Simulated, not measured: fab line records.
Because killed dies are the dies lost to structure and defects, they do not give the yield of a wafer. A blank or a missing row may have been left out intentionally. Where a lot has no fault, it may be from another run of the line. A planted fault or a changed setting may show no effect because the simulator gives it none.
Which tool is to blame? | flow gf180mcu | Sampling: 6 lots, 18 wafers, 2 of 602 route steps

## WHAT THE GAUGES READ, wafer by wafer
GF_STI_THK_MEAS_04.
lot  | measured    | on            | STI_CVD_03_THK (nm)
L928 | day 2 04:34 | film-metro-04 | 204.7 206.0 203.7
L931 | day 3 00:27 | film-metro-03 | 209.3 206.7 208.2
L933 | day 3 07:16 | film-metro-03 | 206.4 206.7 204.6
L935 | day 3 16:06 | film-metro-02 | 204.0 203.6 204.7
L942 | day 5 08:14 | film-metro-04 | 208.8 209.2 208.0
L944 | day 5 16:37 | film-metro-04 | 137.3 137.9 137.9

## EACH LOT AND THE TOOL THAT RAN IT (in order: tool; ch and the chambers of the sampled wafers; start)
lot  | GF_STI_CVD_03
L928 | lpcvd-02 ch 1, day 2 02:34
L931 | lpcvd-01 ch 1, day 2 22:28
L933 | lpcvd-01 ch 0, day 3 04:17
L935 | lpcvd-02 ch 0, day 3 14:05
L942 | lpcvd-02 ch 0, day 5 05:15
L944 | lpcvd-01 ch 1, day 5 14:37
- GF_STI_CVD_03: deposits Si3N4 from DCS/NH3, target thk 207.16 nm, time 3551 s.

## THE ANSWER, worked out from the rows above alone
Rule: the lots themselves supply what counts as usual. Put in order of their means at a reading, lots are off if they are a third of the lots or fewer, leave a main group of 4 or more, and stand apart from it by a gap of 3 or more times the standard deviation of the main group's means; of several such gaps the widest counts. A main group is skipped when, at the precision printed for the reading in the tables above, its means are all equal. A lot without any number at a reading at which 4 lots or more have one is off too. Where the step has rows for the other lots, those lots are counted as sound.
Off: L944, at GF_STI_THK_MEAS_04 (STI_CVD_03_THK). Main group: mean 206.3 nm, sd 1.8.
If a tool, at a process step before that reading, ran all the lots that are off and no sound lot after the first of them, it fits. The gauges at GF_STI_THK_MEAS_04 are tried like those tools. This does not decide it: 2 tools fit, namely lpcvd-01 at GF_STI_CVD_03 and film-metro-04 at GF_STI_THK_MEAS_04.

## WHAT THE SIMULATOR HAD PUT IN
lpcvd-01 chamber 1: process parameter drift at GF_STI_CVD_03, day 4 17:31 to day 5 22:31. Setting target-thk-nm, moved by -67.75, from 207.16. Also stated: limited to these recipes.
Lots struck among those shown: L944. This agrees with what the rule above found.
